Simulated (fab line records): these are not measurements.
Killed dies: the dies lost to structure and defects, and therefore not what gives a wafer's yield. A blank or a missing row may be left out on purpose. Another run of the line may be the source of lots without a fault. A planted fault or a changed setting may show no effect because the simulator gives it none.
fab line records | flow sfq-line
[record] lots = 7 | wafers = 21 | last-day = 94
route steps=325 shown L0V@17 M0@28
lots with no fault: from the same line, run without faults
start-h: hours from the record's opening day to when the first of the lot's shown wafers began | wait-h: time in hours since the lot's previous step | " the same as in the row above | L1.1+2: a row that stands for several wafers | - no value present, or no start provided | * or withheld: withheld | < > ~ a bound
route shown NAME@n: NAME is a module with steps in the file, n the number in the route of the first one | usual: average and standard deviation across the fault-free wafers | same: alike in all rows | chamber/n: place in a boat | sites: readings site by site | _std_site: standard deviation across them | _edge_site: the outer-site mean with the inner-site mean subtracted | radius-mm: for every site, how far away it sits from the centre of the wafer | mask NAME#n: copy n | behind: the most recent tool/chamber to have shaped the wafer | hold: why the lot went on hold/how many hours it stayed there/how the hold came to an end | device: whichever transistor did not switch (one of n, p or np) | end of line: tests run on the same wafers once the route is complete | for a step that has no rows: nothing shown but its recipe | killed: at the first sort, the dies lost to defects and structure; wafer yield is something else | map: the dies of a wafer, with x for killed, . for not killed, _ for no die there
set.NAME: the setting as run; set.NAME@STEP: as run at that earlier step | model.NAME: the simulator's own value behind a step, which no gauge read
lots at some steps of the route; a table a step, a row a wafer
services: a tool's chamber out of use, with start hour (start-h, from the record's first day; less than 0 if before it), hours out, and reason
[[steps]]
[step SFQ_TRILAYER_L0_VIA_LITHO_COAT_018]
[recipe] resist = BARC | spin-rpm = 3000 | resist-thk-nm = 62
[step SFQ_TRILAYER_L0_VIA_LITHO_COAT_013]
[recipe] resist = KrF | spin-rpm = 3000 | resist-thk-nm = 650
[step SFQ_TRILAYER_L0_VIA_LITHO_SOFTBAKE_017]
[recipe] temp-c = withheld | time-s = withheld | resist = KrF
[step SFQ_TRILAYER_L0_VIA_LITHO_EXPOSE_014]
[recipe] mask-id = L0V | na = 0.6 | source-shape = conventional | sigma-outer = 0.65 | target-cd-nm = 700 | dose-mj = 21.3
[step SFQ_TRILAYER_L0_VIA_LITHO_PEB_016]
[recipe] peb-temp-c = 115 | peb-time-s = 60 | resist = KrF
[step SFQ_TRILAYER_L0_VIA_LITHO_DEVELOP_015]
[recipe] time-s = 60 | resist = KrF
[step SFQ_L0V_OVL_MEAS_903]
[usual] L0V_OVL = 0/5.1
lot.wafer | tool       | chamber | start-h | wait-h | L0V_OVL[nm]
L700.2    | overlay-02 | -       | 91.06   | 0.1    | -6
L700.3    | "          | -       | "       | "      | -3
L700.4    | "          | -       | "       | "      | -3
L708.2    | overlay-01 | -       | 136.21  | 0.1    | -5
L708.3    | "          | -       | "       | "      | -4
L708.5    | "          | -       | "       | "      | -2
L709.1    | overlay-02 | -       | 139.80  | 0.1    | -2
L709.3    | "          | -       | "       | "      | 2
L709.4    | "          | -       | "       | "      | 0
L710.3    | overlay-01 | -       | 148.22  | 0.1    | 4
L710.4    | "          | -       | "       | "      | 1
L710.5    | "          | -       | "       | "      | -1
L712.1    | overlay-02 | -       | 157.60  | 0.1    | 2
L712.3    | "          | -       | "       | "      | -2
L712.4    | "          | -       | "       | "      | 4
L718.3    | overlay-02 | -       | 185.32  | 0.1    | 8
L718.4    | "          | -       | "       | "      | 8
L718.5    | "          | -       | "       | "      | 6
L723.3    | overlay-02 | -       | 209.32  | 0.1    | -2
L723.5    | "          | -       | "       | "      | -2
L723.6    | "          | -       | "       | "      | -2
[step SFQ_TRILAYER_L0_VIA_BARC_OPEN_VIA_ETCH_021]
[recipe] mask-material = PR | chemistry = O2 | target-depth-nm = 125 | target = BARC | source-w = 500 | bias-w = 80 | pressure-mtorr = 30 | time-s = 41.7
[usual] chamber-pressure-mTorr = 30.002/0.026 | drypump-motor-current-A = 5.5/0.41 | oes-product-au = 0.686/0.0041
lot.wafer | tool        | chamber | start-h | wait-h | chamber-pressure-mTorr | drypump-motor-current-A | oes-product-au | rf-hours-counter-h
L700.2    | rie-diel-03 | 2       | 91.09   | 0.0    | 30.001                 | 5.7                     | 0.689          | 115
L700.3    | "           | 0       | "       | "      | 30.011                 | 6.2                     | 0.687          | 79
L700.4    | "           | 3       | "       | "      | 29.998                 | 5.0                     | 0.680          | 36
L708.2    | rie-diel-01 | 1       | 136.24  | 0.0    | 29.973                 | 5.2                     | 0.681          | 97
L708.3    | "           | 0       | "       | "      | 29.997                 | 5.4                     | 0.691          | 120
L708.5    | "           | 1       | "       | "      | 29.970                 | 5.2                     | 0.677          | -
L709.1    | rie-diel-04 | 3       | 139.84  | 0.0    | 29.958                 | 6.2                     | 0.690          | 11
L709.3    | "           | 2       | "       | "      | 30.027                 | 5.5                     | 0.687          | 82
L709.4    | "           | 0       | "       | "      | 30.022                 | 5.0                     | 0.692          | 8
L710.3    | rie-diel-03 | 1       | 148.24  | 0.0    | 29.972                 | 5.8                     | 0.685          | 81
L710.4    | "           | 3       | "       | "      | 30.060                 | 5.0                     | 0.690          | 37
L710.5    | "           | 1       | "       | "      | 29.994                 | 5.8                     | 0.686          | -
L712.1    | rie-diel-01 | 3       | 157.64  | 0.0    | 29.976                 | 5.6                     | 0.685          | 99
L712.3    | "           | 0       | "       | "      | 29.981                 | 5.4                     | 0.689          | 120
L712.4    | "           | 2       | "       | "      | 30.019                 | 4.9                     | 0.679          | 124
L718.3    | rie-diel-03 | 3       | 185.34  | 0.0    | 29.999                 | 5.1                     | 0.687          | 38
L718.4    | "           | 0       | "       | "      | 30.041                 | 6.2                     | 0.685          | 81
L718.5    | "           | 3       | "       | "      | 30.002                 | 5.0                     | 0.682          | -
L723.3    | rie-diel-01 | 0       | 209.34  | 0.0    | 29.953                 | 5.4                     | 0.682          | 121
L723.5    | "           | 3       | "       | "      | 30.006                 | 5.6                     | 0.685          | -
L723.6    | "           | 0       | "       | "      | 30.031                 | 5.4                     | 0.690          | -
[step SFQ_TRILAYER_L0_VIA_ETCH_VIA_ETCH_016]
[recipe] target = SiO2 | stop-on = MoNx_KI | mask-material = PR | chemistry = CHF3 | target-depth-nm = 80 | source-w = 500 | bias-w = 80 | pressure-mtorr = 30 | time-s = withheld
[usual] chamber-pressure-mTorr = 30.001/0.029 | drypump-motor-current-A = 5.5/0.42 | oes-product-au = 0.845/0.0074
lot.wafer | tool        | chamber | start-h | wait-h | chamber-pressure-mTorr | drypump-motor-current-A | oes-product-au
L700.2    | rie-diel-03 | 2       | 91.13   | 0.0    | 30.013                 | 5.7                     | 0.848
L700.3    | "           | 0       | "       | "      | 30.024                 | 6.2                     | 0.845
L700.4    | "           | 3       | "       | "      | 29.977                 | 5.0                     | 0.840
L708.2    | rie-diel-01 | 1       | 136.28  | 0.0    | 30.048                 | 5.2                     | 0.839
L708.3    | "           | 0       | "       | "      | 30.013                 | 5.4                     | 0.847
L708.5    | "           | 1       | "       | "      | 29.987                 | 5.2                     | 0.844
L709.1    | rie-diel-04 | 3       | 139.88  | 0.0    | 29.990                 | 6.3                     | 0.854
L709.3    | "           | 2       | "       | "      | 29.998                 | 5.5                     | 0.842
L709.4    | "           | 0       | "       | "      | 29.997                 | 5.0                     | 0.850
L710.3    | rie-diel-03 | 1       | 148.28  | 0.0    | 29.971                 | 5.8                     | 0.835
L710.4    | "           | 3       | "       | "      | 30.017                 | 5.0                     | 0.837
L710.5    | "           | 1       | "       | "      | 29.983                 | 5.8                     | 0.841
L712.1    | rie-diel-01 | 3       | 157.68  | 0.0    | 29.952                 | 5.6                     | 0.838
L712.3    | "           | 0       | "       | "      | 29.998                 | 5.4                     | 0.840
L712.4    | "           | 2       | "       | "      | 30.023                 | 4.8                     | 0.860
L718.3    | rie-diel-03 | 3       | 185.38  | 0.0    | 29.997                 | 5.0                     | 0.853
L718.4    | "           | 0       | "       | "      | 29.964                 | 6.2                     | 0.852
L718.5    | "           | 3       | "       | "      | 29.908                 | 5.0                     | 0.849
L723.3    | rie-diel-01 | 0       | 209.38  | 0.0    | 29.952                 | 5.4                     | 0.845
L723.5    | "           | 3       | "       | "      | 30.025                 | 5.6                     | 0.843
L723.6    | "           | 0       | "       | "      | 29.975                 | 5.4                     | 0.850
[step SFQ_TRILAYER_L0_VIA_STRIP_STRIP_017]
[recipe] gas = O2 | power-w = 200 | platen-temp-c = 40 | overash-fraction = 0.65 | chemistry = O2 | pressure-mtorr = 50
[usual] chamber-pressure-mTorr = 50.01/0.05 | drypump-motor-current-A = 6.0/0.41 | oes-product-au = 1.002/0.013
lot.wafer | tool         | chamber | start-h | wait-h | chamber-pressure-mTorr | drypump-motor-current-A | oes-product-au | rf-hours-counter-h
L700.2    | rie-metal-02 | 1       | 91.38   | -      | 50.03                  | 5.9                     | 1.002          | -
L700.3    | "            | 1       | "       | "      | 49.93                  | 5.8                     | 0.996          | -
L700.4    | "            | 1       | "       | "      | 49.94                  | 5.8                     | 0.989          | -
L708.2    | rie-metal-04 | 0       | 136.33  | -      | 50.00                  | 6.2                     | 1.008          | 147
L708.3    | "            | 1       | "       | "      | 50.03                  | 5.7                     | 1.026          | -
L708.5    | "            | 0       | "       | "      | 50.01                  | 6.1                     | 1.015          | -
L709.1    | rie-metal-03 | 0       | 139.93  | -      | 50.08                  | 5.1                     | 0.995          | 8
L709.3    | "            | 0       | "       | "      | 50.00                  | 5.0                     | 0.995          | -
L709.4    | "            | 1       | "       | "      | 49.95                  | 6.5                     | 0.997          | -
L710.3    | rie-metal-02 | 0       | 148.53  | -      | 49.90                  | 6.3                     | 0.997          | -
L710.4    | "            | 1       | "       | "      | 49.97                  | 5.9                     | 1.006          | -
L710.5    | "            | 1       | "       | "      | 50.09                  | 5.9                     | 1.000          | -
L712.1    | rie-metal-03 | 0       | 157.73  | -      | 50.04                  | 5.1                     | 0.983          | 12
L712.3    | "            | 0       | "       | "      | 49.98                  | 5.1                     | 0.981          | -
L712.4    | "            | 1       | "       | "      | 49.99                  | 6.5                     | 1.007          | -
L718.3    | rie-metal-04 | 0       | 185.63  | -      | 50.02                  | 6.2                     | 1.010          | -
L718.4    | "            | 1       | "       | "      | 50.02                  | 5.7                     | 1.018          | -
L718.5    | "            | 0       | "       | "      | 49.98                  | 6.2                     | 0.998          | -
L723.3    | rie-metal-02 | 0       | 209.63  | -      | 49.99                  | 6.3                     | 0.977          | -
L723.5    | "            | 0       | "       | "      | 49.97                  | 6.3                     | 0.973          | -
L723.6    | "            | 1       | "       | "      | 50.05                  | 5.9                     | 0.993          | -
[step SFQ_TRILAYER_L0_VIA_STRIP_SOLV_CLEAN_018]
[recipe] chemistry = NMP | temp-c = 70 | time-s = 600
[step SFQ_TRILAYER_M0_DEP_PRE_CLEAN_020]
[recipe] gas = Ar | time-s = 15 | bias-v = 250
[step SFQ_TRILAYER_M0_DEP_SPUTTER_019]
[recipe] material = Nb | base-pressure-pa = 1.33e-06 | chamber-pressure-pa = 0.1333 | substrate-temp-c = 20 | resputter-cathode-voltage-v = 400 | target-thk-nm = 200 | power-w = 2000 | time-s = 133.3
[usual] base-pressure-pa = 1.34e-06/7.9e-08 | cathode-dc-power-W = 2000.0/0.4 | throttle-valve-pct = 29.0/1
lot.wafer | tool           | chamber | start-h | wait-h | base-pressure-pa | cathode-dc-power-W | throttle-valve-pct
L700.2    | pvd-sputter-06 | -       | 92.59   | 0.0    | 1.36e-06         | 1999.3             | 29.6
L700.3    | "              | -       | "       | "      | 1.4e-06          | 2000.1             | 29.3
L700.4    | "              | -       | "       | "      | 1.43e-06         | 1999.8             | 30.4
L708.2    | pvd-sputter-05 | -       | 137.14  | 0.0    | -                | -                  | -
L708.3    | "              | -       | "       | "      | -                | -                  | -
L708.5    | "              | -       | "       | "      | -                | -                  | -
L709.1    | pvd-sputter-05 | -       | 140.76  | 0.0    | -                | -                  | -
L709.3    | "              | -       | "       | "      | -                | -                  | -
L709.4    | "              | -       | "       | "      | -                | -                  | -
L710.3    | pvd-sputter-05 | -       | 149.13  | 0.0    | -                | -                  | -
L710.4    | "              | -       | "       | "      | -                | -                  | -
L710.5    | "              | -       | "       | "      | -                | -                  | -
L712.1    | pvd-sputter-04 | -       | 158.53  | 0.0    | 1.43e-06         | 1999.6             | 29.1
L712.3    | "              | -       | "       | "      | 1.25e-06         | 1999.6             | 29.9
L712.4    | "              | -       | "       | "      | 1.35e-06         | 1999.7             | 29.8
L718.3    | pvd-sputter-04 | -       | 186.23  | 0.0    | 1.27e-06         | 1999.9             | 30.1
L718.4    | "              | -       | "       | "      | 1.65e-06         | 1999.3             | 29.8
L718.5    | "              | -       | "       | "      | 1.29e-06         | 2000.5             | 30.0
L723.3    | pvd-sputter-05 | -       | 210.24  | 0.0    | 1.43e-06         | 1999.2             | 28.2
L723.5    | "              | -       | "       | "      | 1.4e-06          | 2000.3             | 29.8
L723.6    | "              | -       | "       | "      | 1.3e-06          | 2000.2             | 28.1
[step SFQ_M0_RS_MEAS_904]
[recipe] thk-meas-gauge = four-point-probe | reads = Nb_of_TRILAYER_M0_DEP_SPUTTER_019
[usual] M0_NB_RS = 0.888/0.0093
lot.wafer | tool          | chamber | start-h | wait-h | M0_NB_RS[ohm/sq]
L700.2    | film-metro-04 | -       | 92.70   | 0.1    | 0.886
L700.3    | "             | -       | "       | "      | 0.907
L700.4    | "             | -       | "       | "      | 0.877
L708.2    | film-metro-02 | -       | 137.25  | 0.1    | -
L708.3    | "             | -       | "       | "      | -
L708.5    | "             | -       | "       | "      | -
L709.1    | film-metro-02 | -       | 140.85  | 0.0    | -
L709.3    | "             | -       | "       | "      | -
L709.4    | "             | -       | "       | "      | -
L710.3    | film-metro-04 | -       | 149.26  | 0.1    | -
L710.4    | "             | -       | "       | "      | -
L710.5    | "             | -       | "       | "      | -
L712.1    | film-metro-04 | -       | 158.62  | 0.0    | 0.891
L712.3    | "             | -       | "       | "      | 0.878
L712.4    | "             | -       | "       | "      | 0.888
L718.3    | film-metro-02 | -       | 186.36  | 0.1    | 0.891
L718.4    | "             | -       | "       | "      | 0.890
L718.5    | "             | -       | "       | "      | 0.887
L723.3    | film-metro-02 | -       | 210.37  | 0.1    | 0.895
L723.5    | "             | -       | "       | "      | 0.882
L723.6    | "             | -       | "       | "      | 0.890
[step SFQ_TRILAYER_M0_LITHO_COAT_026]
[recipe] resist = BARC | spin-rpm = 3000 | resist-thk-nm = 62
[step SFQ_TRILAYER_M0_LITHO_COAT_021]
[recipe] resist = KrF | spin-rpm = 3000 | resist-thk-nm = 600
[step SFQ_TRILAYER_M0_LITHO_SOFTBAKE_025]
[recipe] temp-c = withheld | time-s = withheld | resist = KrF
[step SFQ_TRILAYER_M0_LITHO_EXPOSE_022]
[recipe] mask-id = M0 | na = 0.6 | source-shape = conventional | sigma-outer = 0.65 | target-cd-nm = 500 | dose-mj = 14.4
[step SFQ_TRILAYER_M0_LITHO_PEB_024]
[recipe] peb-temp-c = 115 | peb-time-s = 60 | resist = KrF
[step SFQ_TRILAYER_M0_LITHO_DEVELOP_023]
[recipe] time-s = 60 | resist = KrF
[step SFQ_M0_OVL_MEAS_906]
[usual] M0_OVL = 3/5.5
lot.wafer | tool       | chamber | start-h | wait-h | M0_OVL[nm]
L700.2    | overlay-01 | -       | 152.15  | 0.1    | 9
L700.3    | "          | -       | "       | "      | 10
L700.4    | "          | -       | "       | "      | 8
L708.2    | overlay-02 | -       | 205.80  | 0.1    | 0
L708.3    | "          | -       | "       | "      | -8
L708.5    | "          | -       | "       | "      | -1
L709.1    | overlay-01 | -       | 209.39  | 0.1    | 5
L709.3    | "          | -       | "       | "      | 4
L709.4    | "          | -       | "       | "      | 5
L710.3    | overlay-01 | -       | 219.48  | 0.1    | 5
L710.4    | "          | -       | "       | "      | -5
L710.5    | "          | -       | "       | "      | 3
L712.1    | overlay-02 | -       | 229.34  | 0.1    | 5
L712.3    | "          | -       | "       | "      | 5
L712.4    | "          | -       | "       | "      | 10
L718.3    | overlay-01 | -       | 259.53  | 0.1    | 2
L718.4    | "          | -       | "       | "      | 4
L718.5    | "          | -       | "       | "      | 2
L723.3    | overlay-01 | -       | 292.76  | 0.1    | 6
L723.5    | "          | -       | "       | "      | 8
L723.6    | "          | -       | "       | "      | 6
[step SFQ_TRILAYER_M0_BARC_OPEN_METAL_ETCH_031]
[recipe] mask-material = PR | chemistry = O2 | target-depth-nm = 125 | target = BARC | icp-w = 600 | bias-w = 80 | pressure-mtorr = 10 | time-s = 41.7
[usual] chamber-pressure-mTorr = 10.001/0.0086 | drypump-motor-current-A = 5.7/0.53 | oes-product-au = 0.685/0.0049
lot.wafer | tool         | chamber | start-h | wait-h | chamber-pressure-mTorr | drypump-motor-current-A | oes-product-au | rf-hours-counter-h
L700.2    | rie-metal-04 | 0       | 152.18  | 0.0    | 10.000                 | 6.1                     | 0.692          | 151
L700.3    | "            | 1       | "       | "      | 10.003                 | 5.7                     | 0.681          | -
L700.4    | "            | 0       | "       | "      | 9.992                  | 6.2                     | 0.688          | -
L708.2    | rie-metal-01 | 0       | 205.85  | 0.0    | 10.000                 | 5.0                     | 0.690          | -
L708.3    | "            | 0       | "       | "      | 10.004                 | 5.0                     | 0.682          | -
L708.5    | "            | 0       | "       | "      | 10.007                 | 5.0                     | 0.688          | -
L709.1    | rie-metal-03 | 1       | 209.43  | 0.0    | 10.003                 | 6.5                     | 0.685          | 45
L709.3    | "            | 1       | "       | "      | 10.012                 | 6.5                     | 0.685          | -
L709.4    | "            | 0       | "       | "      | 9.996                  | 5.1                     | 0.690          | -
L710.3    | rie-metal-04 | 1       | 219.52  | 0.0    | 9.993                  | 5.7                     | 0.688          | -
L710.4    | "            | 0       | "       | "      | 10.001                 | 6.1                     | 0.680          | -
L710.5    | "            | 0       | "       | "      | 9.999                  | 6.1                     | 0.686          | -
L712.1    | rie-metal-03 | 0       | 229.38  | 0.0    | 9.986                  | 5.0                     | 0.685          | 25
L712.3    | "            | 0       | "       | "      | 10.009                 | 5.0                     | 0.683          | -
L712.4    | "            | 1       | "       | "      | 10.001                 | 6.5                     | 0.679          | -
L718.3    | rie-metal-01 | 1       | 259.57  | 0.0    | 10.001                 | 5.6                     | 0.687          | -
L718.4    | "            | 0       | "       | "      | 9.995                  | 5.0                     | 0.680          | -
L718.5    | "            | 1       | "       | "      | 9.992                  | 5.6                     | 0.686          | -
L723.3    | rie-metal-01 | 1       | 292.80  | 0.0    | 9.983                  | 5.6                     | 0.687          | -
L723.5    | "            | 0       | "       | "      | 9.999                  | 4.9                     | 0.695          | -
L723.6    | "            | 1       | "       | "      | 9.998                  | 5.6                     | 0.677          | -
[step SFQ_TRILAYER_M0_ETCH_METAL_ETCH_024]
[recipe] target = Nb | stop-on = SiO2 | mask-material = PR | chemistry = Cl2/Ar | target-depth-nm = 240 | icp-w = 600 | bias-w = 80 | pressure-mtorr = 10 | time-s = 120
[usual] chamber-pressure-mTorr = 9.999/0.011 | drypump-motor-current-A = 5.7/0.53 | oes-product-au = 0.896/0.0069
lot.wafer | tool         | chamber | start-h | wait-h | chamber-pressure-mTorr | drypump-motor-current-A | oes-product-au | rf-hours-counter-h
L700.2    | rie-metal-04 | 0       | 152.24  | 0.0    | 10.008                 | 6.1                     | 0.899          | 151
L700.3    | "            | 1       | "       | "      | 9.997                  | 5.7                     | 0.887          | -
L700.4    | "            | 0       | "       | "      | 10.005                 | 6.2                     | 0.904          | -
L708.2    | rie-metal-01 | 0       | 205.99  | 0.1    | 9.980                  | 5.0                     | 0.380          | -
L708.3    | "            | 0       | "       | "      | 10.003                 | 5.0                     | 0.379          | -
L708.5    | "            | 0       | "       | "      | 9.976                  | 5.0                     | 0.374          | -
L709.1    | rie-metal-03 | 1       | 209.49  | 0.0    | 9.994                  | 6.5                     | 0.378          | 45
L709.3    | "            | 1       | "       | "      | 10.004                 | 6.5                     | 0.372          | -
L709.4    | "            | 0       | "       | "      | 10.009                 | 5.1                     | 0.370          | -
L710.3    | rie-metal-04 | 1       | 219.60  | 0.1    | 10.014                 | 5.7                     | 0.383          | -
L710.4    | "            | 0       | "       | "      | 9.991                  | 6.2                     | 0.376          | -
L710.5    | "            | 0       | "       | "      | 9.989                  | 6.1                     | 0.369          | -
L712.1    | rie-metal-03 | 0       | 229.44  | 0.0    | 10.022                 | 5.1                     | 0.896          | 25
L712.3    | "            | 0       | "       | "      | 9.995                  | 5.0                     | 0.911          | -
L712.4    | "            | 1       | "       | "      | 9.985                  | 6.5                     | 0.893          | -
L718.3    | rie-metal-01 | 1       | 259.65  | 0.1    | 9.992                  | 5.6                     | 0.883          | -
L718.4    | "            | 0       | "       | "      | 10.003                 | 5.0                     | 0.887          | -
L718.5    | "            | 1       | "       | "      | 10.003                 | 5.6                     | 0.892          | -
L723.3    | rie-metal-01 | 1       | 292.88  | 0.1    | 10.001                 | 5.6                     | 0.891          | -
L723.5    | "            | 0       | "       | "      | 10.011                 | 5.0                     | 0.902          | -
L723.6    | "            | 1       | "       | "      | 9.997                  | 5.6                     | 0.902          | -
[step SFQ_TRILAYER_M0_STRIP_STRIP_025]
[recipe] gas = O2 | power-w = 200 | platen-temp-c = 40 | overash-fraction = 0.65 | chemistry = O2 | pressure-mtorr = 50
[usual] chamber-pressure-mTorr = 50.00/0.041 | drypump-motor-current-A = 5.7/0.53 | oes-product-au = 1.006/0.012
lot.wafer | tool         | chamber | start-h | wait-h | chamber-pressure-mTorr | drypump-motor-current-A | oes-product-au | rf-hours-counter-h
L700.2    | rie-metal-04 | 0       | 152.36  | 0.1    | 50.05                  | 6.2                     | 1.004          | 151
L700.3    | "            | 1       | "       | "      | 50.05                  | 5.7                     | 1.024          | -
L700.4    | "            | 0       | "       | "      | 49.96                  | 6.2                     | 1.015          | -
L708.2    | rie-metal-01 | 0       | 206.40  | 0.4    | 50.01                  | 5.0                     | 0.986          | -
L708.3    | "            | 0       | "       | "      | 50.06                  | 5.0                     | 0.993          | -
L708.5    | "            | 0       | "       | "      | 50.00                  | 5.0                     | 0.987          | -
L709.1    | rie-metal-03 | 1       | 209.61  | 0.1    | 50.00                  | 6.5                     | 1.002          | 45
L709.3    | "            | 1       | "       | "      | 49.95                  | 6.5                     | 1.015          | -
L709.4    | "            | 0       | "       | "      | 50.01                  | 5.1                     | 0.994          | -
L710.3    | rie-metal-04 | 1       | 219.89  | 0.2    | 50.00                  | 5.7                     | 1.022          | -
L710.4    | "            | 0       | "       | "      | 50.06                  | 6.2                     | 0.998          | -
L710.5    | "            | 0       | "       | "      | 50.05                  | 6.2                     | 0.994          | -
L712.1    | rie-metal-03 | 0       | 229.56  | 0.1    | 49.97                  | 5.1                     | 0.986          | 25
L712.3    | "            | 0       | "       | "      | 49.94                  | 5.1                     | 0.997          | -
L712.4    | "            | 1       | "       | "      | 50.06                  | 6.5                     | 1.013          | -
L718.3    | rie-metal-01 | 1       | 259.94  | 0.2    | 49.95                  | 5.6                     | 0.984          | -
L718.4    | "            | 0       | "       | "      | 50.01                  | 5.0                     | 0.996          | -
L718.5    | "            | 1       | "       | "      | 49.97                  | 5.6                     | 0.993          | -
L723.3    | rie-metal-01 | 1       | 293.16  | 0.2    | 49.98                  | 5.6                     | 0.998          | -
L723.5    | "            | 0       | "       | "      | 50.07                  | 5.0                     | 1.005          | -
L723.6    | "            | 1       | "       | "      | 49.96                  | 5.6                     | 0.984          | -
[[services]]
tool           | chamber | start-h | hours | kind
rie-diel-04    | 1       | 84.87   | 14.4  | repair
rie-diel-04    | 3       | 88.69   | 10.2  | repair
rie-metal-04   | -       | 110.51  | 2.8   | pm
rie-metal-04   | 1       | 129.40  | 4.3   | repair
pvd-sputter-04 | -       | 130.20  | 1.3   | repair
rie-metal-02   | -       | 131.68  | 15.6  | pm
rie-metal-01   | -       | 148.47  | 16.1  | repair
rie-diel-03    | -       | 178.34  | 1.5   | repair
pvd-sputter-05 | -       | 182.51  | 4.7   | repair
pvd-sputter-06 | -       | 189.12  | 0.7   | repair
rie-diel-03    | 1       | 190.87  | 7.5   | repair
rie-diel-03    | 2       | 192.37  | 1.7   | repair
rie-metal-01   | 1       | 199.97  | -     | clean
rie-metal-01   | 1       | 199.97  | 25.7  | scheduled-down
pvd-sputter-06 | -       | 221.16  | 3.3   | repair
rie-diel-01    | 2       | 225.27  | 7.5   | repair
rie-diel-01    | 3       | 233.06  | 9.8   | repair
rie-diel-04    | 1       | 243.99  | 14.3  | repair
rie-diel-04    | 3       | 254.75  | 6.0   | repair
rie-diel-03    | 1       | 260.50  | 5.9   | repair
rie-diel-04    | 2       | 263.37  | 6.1   | repair
pvd-sputter-06 | -       | 264.65  | 0.5   | repair
rie-diel-03    | 3       | 287.54  | 6.2   | repair
rie-metal-04   | 1       | 289.96  | 2.2   | repair
[[key]]
[first-sign] step = SFQ_TRILAYER_M0_DEP_SPUTTER_019 | reading = tool-record | direction = missing
[effect] step = SFQ_M0_RS_MEAS_904 | reading = M0_NB_RS | direction = missing
[effect] step = SFQ_TRILAYER_M0_ETCH_METAL_ETCH_024 | reading = oes-product-au | direction = down | sigmas = 75 | usual = 0.896 | struck = 0.376
met-at SFQ_TRILAYER_M0_DEP_SPUTTER_019
struck-wafers L708.2,L708.3,L708.5,L709.1,L709.3,L709.4,L710.3,L710.4,L710.5
[fault] kind = skipped-step-whole | tool = pvd-sputter-05 | chamber = - | onset-h = 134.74 | steps = SFQ_TRILAYER_M0_DEP_SPUTTER_019 | scope = struck-lots-only
